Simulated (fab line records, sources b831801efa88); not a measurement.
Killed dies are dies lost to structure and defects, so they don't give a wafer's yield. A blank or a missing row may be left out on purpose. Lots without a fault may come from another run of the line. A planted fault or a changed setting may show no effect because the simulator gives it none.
Which tool did it? | flow sfq_line | 7 lots, 21 wafers sampled, at 2 steps of a route of 325

WHAT THE GAUGES READ, wafer by wafer
SFQ_I1_BOW_MEAS_912.
lot  | measured     | on            | I1_BOW (um)
L853 | day 24 00:10 | film_metro-01 | -2 -2 -4
L858 | day 26 14:12 | film_metro-04 | 3 0 10
L862 | day 28 04:26 | film_metro-03 | 12 7 2 - - -
L865 | day 28 21:25 | film_metro-01 | 20 6 12
L870 | day 30 11:48 | film_metro-01 | 0 8 -13
L873 | day 31 13:05 | film_metro-01 | 2 -8 -4
L875 | day 32 18:26 | film_metro-04 | 1 -5 -2

WHICH TOOL RAN EACH LOT (tool, then ch and the chambers of the sampled wafers, then the start)
lot  | SFQ_TRILAYER_I1_CMP_CMP_046
L853 | cmp-02 ch 0,1, day 23 21:37
L858 | cmp-01 ch 1,3, day 26 11:42
L862 | cmp-01 ch 0,2,3, day 28 02:26
L865 | cmp-02 ch 0,3, day 28 18:24
L870 | cmp-02 ch 1,2,3, day 30 09:18
L873 | cmp-01 ch 0,2, day 31 10:02
L875 | cmp-01 ch 0,2,3, day 32 15:25
- SFQ_TRILAYER_I1_CMP_CMP_046: polishes SiO2.

THE ANSWER, worked out from the rows above alone
Rule: what is usual is taken from the lots themselves. Put in order of their means at a reading, lots are off if they are a third of the lots or fewer, leave a main group of 4 or more, and stand apart from it by a gap of 3 or more times the standard deviation of the main group's means; of several such gaps the widest counts. A main group whose means are all the same, to the digits that the tables above print for the reading, isn't used. A lot without any number at a reading at which 4 lots or more have one is off too. The other lots that the step has rows for count as sound.
No lot is off at any reading shown: from this, nothing can be told.

WHAT THE SIMULATOR HAD PUT IN
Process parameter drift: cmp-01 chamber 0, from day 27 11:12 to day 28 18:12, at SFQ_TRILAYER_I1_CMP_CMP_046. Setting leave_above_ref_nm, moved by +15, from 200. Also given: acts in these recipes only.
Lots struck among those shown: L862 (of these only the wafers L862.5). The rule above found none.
